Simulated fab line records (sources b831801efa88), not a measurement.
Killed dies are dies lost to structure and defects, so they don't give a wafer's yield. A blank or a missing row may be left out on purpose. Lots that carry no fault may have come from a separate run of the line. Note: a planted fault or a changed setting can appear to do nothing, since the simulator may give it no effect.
Matching of chambers :: flow sky130 :: 4 sister chambers for SKY_POLY_CUT_ETCH_10 on rieDiel-02
The step etches BARC in N2/H2, stops on SiO2, time 45.9 s, target depth 60 nm. 8 wafers are shown with their chamber, then 9 later ones without.

WAFERS WITH THEIR CHAMBER
wafer: L074.4
chamber: 0
chamberPressureMTorr (mTorr): 30.026
throttleValvePct (%): 13.211

wafer: L077.2
chamber: 3
chamberPressureMTorr (mTorr): 30.018
throttleValvePct (%): 13.220

wafer: L085.1
chamber: 0
chamberPressureMTorr (mTorr): 30.041
throttleValvePct (%): 13.220

wafer: L088.1
chamber: 3
chamberPressureMTorr (mTorr): 30.044
throttleValvePct (%): 13.222

wafer: L088.4
chamber: 1
chamberPressureMTorr (mTorr): 29.981
throttleValvePct (%): 13.221

wafer: L089.2
chamber: 1
chamberPressureMTorr (mTorr): 30.001
throttleValvePct (%): 13.226

wafer: L089.3
chamber: 2
chamberPressureMTorr (mTorr): 30.005
throttleValvePct (%): 13.237

wafer: L089.6
chamber: 2
chamberPressureMTorr (mTorr): 29.952
throttleValvePct (%): 13.230

WAFERS WITHOUT THEIR CHAMBER
wafer: L092.2
chamberPressureMTorr (mTorr): 30.014
throttleValvePct (%): 13.220

wafer: L092.4
chamberPressureMTorr (mTorr): 29.980
throttleValvePct (%): 13.214

wafer: L092.6
chamberPressureMTorr (mTorr): 29.984
throttleValvePct (%): 13.231

wafer: L093.3
chamberPressureMTorr (mTorr): 30.037
throttleValvePct (%): 13.238

wafer: L093.4
chamberPressureMTorr (mTorr): 30.041
throttleValvePct (%): 13.211

wafer: L093.6
chamberPressureMTorr (mTorr): 30.008
throttleValvePct (%): 13.228

wafer: L095.2
chamberPressureMTorr (mTorr): 30.049
throttleValvePct (%): 13.234

wafer: L095.3
chamberPressureMTorr (mTorr): 29.995
throttleValvePct (%): 13.220

wafer: L095.5
chamberPressureMTorr (mTorr): 29.966
throttleValvePct (%): 13.226

CHAMBER TAKEN BY EACH
wafer: L092.2
from the rows above: can't be placed: 3 or 1 or 0
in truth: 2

wafer: L092.4
from the rows above: can't be placed: 1 or 0 or 3
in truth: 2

wafer: L092.6
from the rows above: can't be placed: 2 or 1
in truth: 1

wafer: L093.3
from the rows above: can't be placed: 2 or 3 or 1
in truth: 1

wafer: L093.4
from the rows above: can't be placed: 0 or 3
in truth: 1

wafer: L093.6
from the rows above: can't be placed: 1 or 2 or 3 or 0
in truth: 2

wafer: L095.2
from the rows above: can't be placed: 3 or 2 or 1 or 0
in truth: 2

wafer: L095.3
from the rows above: can't be placed: 1 or 3 or 0
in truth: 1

wafer: L095.5
from the rows above: can't be placed: 1 or 2 or 3
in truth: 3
Correctly placed: 0 of 9. Cannot be placed on the basis of these rows: 9; the candidates contain the true chamber in 6. Number placed wrongly: 0.
How it was worked out, from the rows above alone: a wafer's distance from a chamber is the root of the sum, over the readings, of the square of ((its reading less the chamber's mean) divided by the reading's scatter). The wafer belongs to the nearest chamber; if the next one is less than 2 further off, it can't be placed. A chamber's mean is the mean of its shown wafers. The scatter: the root of (the sum of the squares of (reading less its chamber's mean) over the shown wafers, divided by (wafers less chambers)).
